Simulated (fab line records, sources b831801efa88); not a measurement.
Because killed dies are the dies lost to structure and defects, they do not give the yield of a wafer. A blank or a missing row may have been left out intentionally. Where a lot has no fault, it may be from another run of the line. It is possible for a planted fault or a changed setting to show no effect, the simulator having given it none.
Matching of chambers    flow sky130    4 sister chambers for SKY_VIA4_ETCH_12 on rieDiel-03
The step etches SiO2 in C4F8/O2/Ar, stops on TiN, target depth 580 nm. 16 wafers are shown with their chamber, then 8 later ones without.

## WAFERS, EACH WITH ITS CHAMBER
wafer   chamber  oesProductAu (a.u.)
L074.3  2        0.932
L074.4  1        0.921
L074.5  3        0.928
L075.1  3        0.928
L075.4  0        0.930
L075.6  1        0.920
L079.1  3        0.923
L079.2  2        0.925
L079.6  1        0.925
L081.1  2        0.927
L081.3  0        0.922
L081.5  0        0.924
L082.3  1        0.928
L082.4  0        0.936
L082.6  2        0.931
L087.2  0        0.923

SIGNATURES (averages over the wafers above)
reading       chamber 0  chamber 1  chamber 2  chamber 3  scatter within a chamber
oesProductAu  0.92700    0.92350    0.92875    0.92633    0.00438
Rule: a wafer's distance from a chamber is the root of the sum, over the readings, of the square of ((its reading less the chamber's mean) divided by the reading's scatter). The wafer belongs to the nearest chamber; if the next one is less than 2 further off, it can't be placed. The scatter is the square root of a quotient: the sum, over the shown wafers, of each reading's squared deviation from its chamber's mean, divided by wafers minus chambers.

## WAFERS WITH NO CHAMBER GIVEN
wafer   oesProductAu (a.u.)
L087.4  0.937
L087.6  0.925
L089.2  0.927
L089.3  0.927
L089.5  0.921
L097.1  0.934
L097.2  0.924
L097.4  0.922

## CHAMBER TAKEN BY EACH
wafer   from the rows above                in truth
L087.4  can't be placed: 2 or 0 or 3 or 1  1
L087.6  can't be placed: 3 or 1 or 0 or 2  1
L089.2  can't be placed: 0 or 3 or 2 or 1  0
L089.3  can't be placed: 0 or 3 or 2 or 1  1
L089.5  can't be placed: 1 or 3 or 0 or 2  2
L097.1  can't be placed: 2 or 0 or 3 or 1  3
L097.2  can't be placed: 1 or 3 or 0 or 2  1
L097.4  can't be placed: 1 or 3 or 0 or 2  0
Placed correctly: 0 of 8. Cannot be placed on the basis of these rows: 8; the candidates contain the true chamber in 8. 0 placed wrongly.
